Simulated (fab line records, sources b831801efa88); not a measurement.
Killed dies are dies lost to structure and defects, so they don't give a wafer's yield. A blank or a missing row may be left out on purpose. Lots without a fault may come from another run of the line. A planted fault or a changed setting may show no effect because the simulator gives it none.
fab line records | flow sfq_line
record lots=5 wafers=15 last_day=87
route steps=325 shown L0@4 L0V@16 M0@28
lots that met no fault: from a run of the same line without faults
start_h: hours from the record's first day to the start of the lot's first wafer shown | wait_h: hours since the lot's step before | " the same as in the row above | L1.1+2: a row that stands for several wafers | - no value, or no start given | * or withheld: withheld | < > ~ a bound
route shown NAME@n: a module of which the file shows steps, and the number in the route of the first | usual: mean/standard deviation of fault-free wafers | same: alike in all rows | chamber/n: place in a boat | sites: the reading at each site | _std_site: their standard deviation | _edge_site: outer sites' mean less inner sites' | radius_mm: how far each site lies from the wafer's centre | mask NAME#n: copy n | behind: the tool/chamber that last shaped the wafer | hold: why the lot was held/for how many hours/how that ended | device: the transistor (n, p or np) that didn't switch | end of line: the same wafers' tests at the end of the route | a step without rows: its recipe alone | killed: dies lost to structure and defects at the first sort, not the wafer's yield | map: a wafer's dies, x killed, . not, _ none there
set.NAME: the setting as run; set.NAME@STEP: as run at that earlier step | model.NAME: the simulator's own value behind a step, which no gauge read
lots at some steps of the route; a table a step, a row a wafer
services: from which hour (start_h, from the record's first day; less than 0 if before it) a tool's chamber was out of use, for how many hours, and why
## steps
# step SFQ_L0_RS_MEAS_901
# recipe thk_meas_gauge=four-point-probe reads=MoNx_KI_of_TRILAYER_L0_DEP_SPUTTER_003
# usual L0_MONX_KI_RS=43.3/0.46
# columns lot.wafer tool chamber start_h wait_h L0_MONX_KI_RS[ohm/sq]
L901.2 film_metro-02 - 17.58 0.1 43.1
L901.4 " - " " 42.9
L901.6 " - " " 43.1
L909.1 film_metro-02 - 57.56 0.0 43.1
L909.2 " - " " 42.6
L909.5 " - " " 43.1
L913.4 film_metro-02 - 77.62 0.1 42.5
L913.5 " - " " 43.5
L913.6 " - " " 42.8
L919.1 film_metro-04 - 107.56 0.0 43.6
L919.2 " - " " 42.8
L919.4 " - " " 43.6
L920.3 film_metro-03 - 112.60 0.1 42.9
L920.4 " - " " 42.7
L920.6 " - " " 42.7
# step SFQ_L0_THK_MEAS_902
# recipe thk_meas_gauge=xrf reads=MoNx_KI_of_TRILAYER_L0_DEP_SPUTTER_003
# usual L0_MONX_KI_THK=40.4/0.48
# columns lot.wafer tool chamber start_h wait_h L0_MONX_KI_THK[nm]
L901.2 film_metro-02 - 17.69 0.1 40.4
L901.4 " - " " 40.6
L901.6 " - " " 40.5
L909.1 film_metro-02 - 57.68 0.1 40.7
L909.2 " - " " 40.9
L909.5 " - " " 40.6
L913.4 film_metro-02 - 77.71 0.1 40.9
L913.5 " - " " 40.3
L913.6 " - " " 40.9
L919.1 film_metro-04 - 107.68 0.1 40.4
L919.2 " - " " 40.7
L919.4 " - " " 40.3
L920.3 film_metro-03 - 112.70 0.1 40.8
L920.4 " - " " 41.1
L920.6 " - " " 40.8
# step SFQ_TRILAYER_L0_LITHO_COAT_010
# recipe resist=BARC spin_rpm=3000 resist_thk_nm=62
# step SFQ_TRILAYER_L0_LITHO_COAT_005
# recipe resist=KrF spin_rpm=3000 resist_thk_nm=600
# step SFQ_TRILAYER_L0_LITHO_SOFTBAKE_009
# recipe temp_c=withheld time_s=withheld resist=KrF
# step SFQ_TRILAYER_L0_LITHO_EXPOSE_006
# recipe mask_id=L0 na=0.6 source_shape=conventional sigma_outer=0.65 target_cd_nm=2000 dose_mj=14.4
# step SFQ_TRILAYER_L0_LITHO_PEB_008
# recipe peb_temp_c=115 peb_time_s=60 resist=KrF
# step SFQ_TRILAYER_L0_LITHO_DEVELOP_007
# recipe time_s=60 resist=KrF
# step SFQ_TRILAYER_L0_BARC_OPEN_METAL_ETCH_010
# recipe mask_material=PR chemistry=O2 target_depth_nm=125 target=BARC icp_w=600 bias_w=80 pressure_mtorr=10 time_s=41.7
# usual drypump_motor_current_A=5.90/0.29 oes_product_au=0.684/0.0045
# columns lot.wafer tool chamber start_h wait_h drypump_motor_current_A oes_product_au rf_hours_counter_h
L901.2 rie_metal-01 0 89.91 0.1 5.59 0.681 105
L901.4 " 1 " " 5.61 0.686 -
L901.6 " 0 " " 5.58 0.687 -
L909.1 rie_metal-03 1 133.65 0.1 6.04 0.684 17
L909.2 " 0 " " 6.44 0.682 93
L909.5 " 1 " " 6.03 0.683 -
L913.4 rie_metal-01 1 150.47 0.1 5.60 0.685 -
L913.5 " 0 " " 5.58 0.683 -
L913.6 " 1 " " 5.59 0.689 -
L919.1 rie_metal-04 1 193.37 0.1 5.92 0.685 35
L919.2 " 0 " " 5.79 0.687 49
L919.4 " 0 " " 5.79 0.693 -
L920.3 rie_metal-03 0 201.79 0.1 6.43 0.686 -
L920.4 " 1 " " 6.02 0.690 -
L920.6 " 0 " " 6.44 0.686 -
# step SFQ_TRILAYER_L0_ETCH_METAL_ETCH_008
# recipe target=MoNx_KI stop_on=SiO2 mask_material=PR chemistry=SF6/O2 target_depth_nm=50 icp_w=600 bias_w=80 pressure_mtorr=10 time_s=25
# usual drypump_motor_current_A=5.90/0.29 oes_product_au=0.875/0.0073
# columns lot.wafer tool chamber start_h wait_h drypump_motor_current_A oes_product_au rf_hours_counter_h
L901.2 rie_metal-01 0 89.97 0.0 5.60 0.878 105
L901.4 " 1 " " 5.64 0.882 -
L901.6 " 0 " " 5.59 0.884 -
L909.1 rie_metal-03 1 133.71 0.0 6.02 0.871 17
L909.2 " 0 " " 6.43 0.885 93
L909.5 " 1 " " 6.00 0.880 -
L913.4 rie_metal-01 1 150.53 0.0 5.61 0.894 -
L913.5 " 0 " " 5.58 0.873 -
L913.6 " 1 " " 5.62 0.887 -
L919.1 rie_metal-04 1 193.43 0.0 5.93 0.870 36
L919.2 " 0 " " 5.77 0.879 49
L919.4 " 0 " " 5.78 0.875 -
L920.3 rie_metal-03 0 201.84 0.0 6.45 0.878 -
L920.4 " 1 " " 6.03 0.897 -
L920.6 " 0 " " 6.46 0.877 -
# step SFQ_TRILAYER_L0_STRIP_STRIP_009
# recipe gas=O2 power_w=200 platen_temp_c=40 overash_fraction=0.65 chemistry=O2 pressure_mtorr=50
# usual drypump_motor_current_A=5.90/0.29 oes_product_au=1.000/0.0075
# columns lot.wafer tool chamber start_h wait_h drypump_motor_current_A oes_product_au rf_hours_counter_h
L901.2 rie_metal-01 0 90.02 0.0 5.58 0.997 105
L901.4 " 1 " " 5.61 1.007 -
L901.6 " 0 " " 5.59 0.996 -
L909.1 rie_metal-03 1 133.76 0.0 6.00 1.006 17
L909.2 " 0 " " 6.44 0.992 93
L909.5 " 1 " " 6.02 1.004 -
L913.4 rie_metal-01 1 150.76 0.2 5.61 1.012 -
L913.5 " 0 " " 5.59 1.004 -
L913.6 " 1 " " 5.59 1.007 -
L919.1 rie_metal-04 1 193.47 0.0 5.92 0.995 36
L919.2 " 0 " " 5.80 0.998 49
L919.4 " 0 " " 5.79 0.992 -
L920.3 rie_metal-03 0 202.07 0.2 6.44 1.004 -
L920.4 " 1 " " 6.02 1.008 -
L920.6 " 0 " " 6.54 0.998 -
# step SFQ_TRILAYER_L0_STRIP_SOLV_CLEAN_010
# recipe chemistry=NMP temp_c=70 time_s=600
# step SFQ_TRILAYER_L0_CAP_PECVD_011
# recipe material=SiO2 temp_c=150 time_s=13.333 pressure_torr=2.4 rf_w=183.3 precursor=SiH4/N2O target_thk_nm=60
# usual heater_power_w=77/12 throttle_valve_pct=26.4/2.7
# columns lot.wafer tool chamber start_h wait_h heater_power_w throttle_valve_pct model.SiO2_of_TRILAYER_L0_CAP_PECVD_011.thk_nm
L901.2 pecvd-03 2 90.79 0.0 65 31.5 59.07
L901.4 " 0 " " 93 29.2 59.01
L901.6 " 1 " " 74 25.8 59.86
L909.1 pecvd-03 1 134.53 0.0 74 25.9 49.51
L909.2 " 0 " " 77 29.2 59.56
L909.5 " 1 " " 74 26.0 49.89
L913.4 pecvd-01 2 151.38 0.0 74 24.3 60.08
L913.5 " 1 " " 77 24.3 59.48
L913.6 " 0 " " 99 25.1 59.86
L919.1 pecvd-01 0 194.25 0.0 92 25.3 59.58
L919.2 " 1 " " 90 24.7 58.9
L919.4 " 0 " " 92 25.3 59.79
L920.3 pecvd-03 0 202.65 0.0 86 29.1 59.3
L920.4 " 2 " " 66 31.5 60.71
L920.6 " 0 " " 85 29.2 59.76
# step SFQ_TRILAYER_L0_VIA_LITHO_COAT_018
# recipe resist=BARC spin_rpm=3000 resist_thk_nm=62
# step SFQ_TRILAYER_L0_VIA_LITHO_COAT_013
# recipe resist=KrF spin_rpm=3000 resist_thk_nm=650
# step SFQ_TRILAYER_L0_VIA_LITHO_SOFTBAKE_017
# recipe temp_c=withheld time_s=withheld resist=KrF
# step SFQ_TRILAYER_L0_VIA_LITHO_EXPOSE_014
# recipe mask_id=L0V na=0.6 source_shape=conventional sigma_outer=0.65 target_cd_nm=700 dose_mj=21.3
# step SFQ_TRILAYER_L0_VIA_LITHO_PEB_016
# recipe peb_temp_c=115 peb_time_s=60 resist=KrF
# step SFQ_TRILAYER_L0_VIA_LITHO_DEVELOP_015
# recipe time_s=60 resist=KrF
# step SFQ_L0V_OVL_MEAS_903
# usual L0V_OVL=-2/4.3
# columns lot.wafer tool chamber start_h wait_h L0V_OVL[nm]
L901.2 overlay-01 - 165.85 0.1 5
L901.4 " - " " 2
L901.6 " - " " 4
L909.1 overlay-02 - 236.48 0.1 -6
L909.2 " - " " -1
L909.5 " - " " -8
L913.4 overlay-02 - 258.10 0.1 -5
L913.5 " - " " -1
L913.6 " - " " -3
L919.1 overlay-01 - 306.98 0.1 -2
L919.2 " - " " -3
L919.4 " - " " -10
L920.3 overlay-01 - 310.59 0.1 3
L920.4 " - " " 3
L920.6 " - " " 5
# step SFQ_TRILAYER_L0_VIA_BARC_OPEN_VIA_ETCH_021
# recipe mask_material=PR chemistry=O2 target_depth_nm=125 target=BARC source_w=500 bias_w=80 pressure_mtorr=30 time_s=41.7
# step SFQ_TRILAYER_L0_VIA_ETCH_VIA_ETCH_016
# recipe target=SiO2 stop_on=MoNx_KI mask_material=PR chemistry=CHF3 target_depth_nm=80 source_w=500 bias_w=80 pressure_mtorr=30 time_s=withheld
# usual drypump_motor_current_A=5.9/0.71 oes_product_au=0.840/0.007
# columns lot.wafer tool chamber start_h wait_h drypump_motor_current_A oes_product_au model.etch.depth_nm model.L0V.feature_depth_nm
L901.2 rie_diel-01 1 165.92 0.0 4.8 0.838 59.07 59.07
L901.4 " 2 " " 6.7 0.835 59.01 59.01
L901.6 " 2 " " 6.7 0.844 59.86 59.86
L909.1 rie_diel-03 0 236.56 0.0 6.3 0.761 49.51 49.51
L909.2 " 2 " " 5.3 0.839 59.56 59.56
L909.5 " 0 " " 6.3 0.765 49.89 49.89
L913.4 rie_diel-01 1 258.16 0.0 4.8 0.840 60.08 60.08
L913.5 " 1 " " 4.8 0.838 59.48 59.48
L913.6 " 0 " " 5.3 0.838 59.86 59.86
L919.1 rie_diel-04 1 307.23 0.2 5.3 0.839 59.58 59.58
L919.2 " 3 " " 6.6 0.835 58.9 58.9
L919.4 " 0 " " 5.4 0.845 59.79 59.79
L920.3 rie_diel-01 2 310.66 0.0 6.7 0.836 59.3 59.3
L920.4 " 0 " " 5.3 0.846 60.71 60.71
L920.6 " 2 " " 6.8 0.847 59.76 59.76
# step SFQ_TRILAYER_L0_VIA_STRIP_STRIP_017
# recipe gas=O2 power_w=200 platen_temp_c=40 overash_fraction=0.65 chemistry=O2 pressure_mtorr=50
# usual drypump_motor_current_A=5.85/0.3 oes_product_au=1.005/0.011
# columns lot.wafer tool chamber start_h wait_h drypump_motor_current_A oes_product_au rf_hours_counter_h
L901.2 rie_metal-02 0 165.97 - 5.71 1.019 64
L901.4 " 0 " " 5.71 1.012 -
L901.6 " 1 " " 5.38 1.029 -
L909.1 rie_metal-04 0 236.60 - 5.78 0.993 56
L909.2 " 1 " " 5.92 0.991 43
L909.5 " 0 " " 5.78 0.998 -
L913.4 rie_metal-03 0 258.40 - 6.50 0.994 -
L913.5 " 1 " " 6.01 0.995 -
L913.6 " 0 " " 6.42 1.002 -
L919.1 rie_metal-03 1 307.27 - 6.02 0.993 42
L919.2 " 0 " " 6.46 1.003 118
L919.4 " 0 " " 6.47 0.994 -
L920.3 rie_metal-02 1 310.90 - 5.39 1.003 -
L920.4 " 0 " " 5.72 1.001 -
L920.6 " 1 " " 5.38 1.005 -
# step SFQ_TRILAYER_L0_VIA_STRIP_SOLV_CLEAN_018
# recipe chemistry=NMP temp_c=70 time_s=600
# step SFQ_TRILAYER_M0_DEP_PRE_CLEAN_020
# recipe gas=Ar time_s=15 bias_v=250
# usual bias_v=250.1/2.4
# columns lot.wafer tool chamber start_h wait_h bias_v model.SiO2_of_TRILAYER_L0_CAP_PECVD_011.thk_nm
L901.2 pvd_sputter-04 - 166.76 0.0 250.2 54.07
L901.4 " - " " 250.2 54.01
L901.6 " - " " 249.3 54.86
L909.1 pvd_sputter-06 - 237.38 0.0 250.7 44.51
L909.2 " - " " 252.0 54.56
L909.5 " - " " 252.3 44.89
L913.4 pvd_sputter-05 - 258.98 0.0 252.4 55.08
L913.5 " - " " 245.9 54.48
L913.6 " - " " 246.2 54.86
L919.1 pvd_sputter-05 - 308.06 0.0 248.4 54.58
L919.2 " - " " 249.5 53.9
L919.4 " - " " 249.9 54.79
L920.3 pvd_sputter-06 - 311.49 0.0 253.7 54.3
L920.4 " - " " 246.9 55.71
L920.6 " - " " 253.9 54.76
# step SFQ_TRILAYER_M0_DEP_SPUTTER_019
# recipe material=Nb base_pressure_pa=1.33e-06 chamber_pressure_pa=0.1333 substrate_temp_c=20 resputter_cathode_voltage_v=400 target_thk_nm=200 power_w=2000 time_s=133.3
# usual throttle_valve_pct=30.0/1
# columns lot.wafer tool chamber start_h wait_h throttle_valve_pct
L901.2 pvd_sputter-04 - 166.79 0.0 29.3
L901.4 " - " " 30.7
L901.6 " - " " 27.6
L909.1 pvd_sputter-06 - 237.40 0.0 31.2
L909.2 " - " " 30.2
L909.5 " - " " 31.0
L913.4 pvd_sputter-05 - 259.00 0.0 28.6
L913.5 " - " " 28.7
L913.6 " - " " 30.1
L919.1 pvd_sputter-05 - 308.09 0.0 28.6
L919.2 " - " " 30.6
L919.4 " - " " 29.8
L920.3 pvd_sputter-06 - 311.52 0.0 31.1
L920.4 " - " " 30.6
L920.6 " - " " 31.2
## services
# columns tool chamber start_h hours kind
rie_diel-01 1 77.48 4.2 repair
pvd_sputter-05 - 104.57 5.1 repair
rie_diel-01 1 119.96 6.1 repair
pecvd-03 - 131.25 0.2 repair
pvd_sputter-06 - 162.84 2.8 repair
pecvd-03 - 166.69 2.8 pm
rie_diel-01 - 171.86 0.2 repair
pvd_sputter-04 - 172.52 4.8 repair
pecvd-03 2 176.88 2.5 repair
pvd_sputter-04 - 182.04 3.3 repair
rie_diel-01 1 183.59 4.4 repair
rie_diel-03 0 188.74 10.0 repair
rie_diel-03 - 190.31 0.8 repair
pvd_sputter-04 - 196.85 56.1 repair
rie_diel-01 2 198.07 2.2 repair
pvd_sputter-04 - 198.15 4.5 repair
pvd_sputter-04 - 198.71 1.7 repair
pecvd-01 - 243.56 8.5 repair
rie_metal-03 - 243.90 2.8 pm
rie_metal-04 - 245.40 15.6 pm
rie_metal-01 - 247.88 2.8 pm
pvd_sputter-06 - 260.02 4.7 repair
pvd_sputter-04 - 265.13 2.6 repair
rie_diel-01 - 274.37 2.5 repair
## key
first_sign step=SFQ_TRILAYER_L0_VIA_ETCH_VIA_ETCH_016 reading=oes_product_au direction=down sigmas=11 usual=0.840 struck=0.763
effect none on later readings
model_effect step=SFQ_TRILAYER_L0_CAP_PECVD_011 value=SiO2_of_TRILAYER_L0_CAP_PECVD_011.thk_nm without=60.69 struck=49.7
model_effect step=SFQ_TRILAYER_L0_VIA_ETCH_VIA_ETCH_016 value=etch.depth_nm without=60.69 struck=49.7
model_effect step=SFQ_TRILAYER_M0_DEP_PRE_CLEAN_020 value=SiO2_of_TRILAYER_L0_CAP_PECVD_011.thk_nm without=55.69 struck=44.7
met_at SFQ_TRILAYER_L0_CAP_PECVD_011
struck_wafers L909.1,L909.5
onset_between 90.79 134.53
fault kind=process_parameter_drift tool=pecvd-03 chamber=- onset_h=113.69 steps=SFQ_TRILAYER_L0_CAP_PECVD_011 channel=target_thk_nm offset=-10.993 shape=step end_h=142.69 scope=struck_wafers_only acts_in=these_recipes_only stated=60
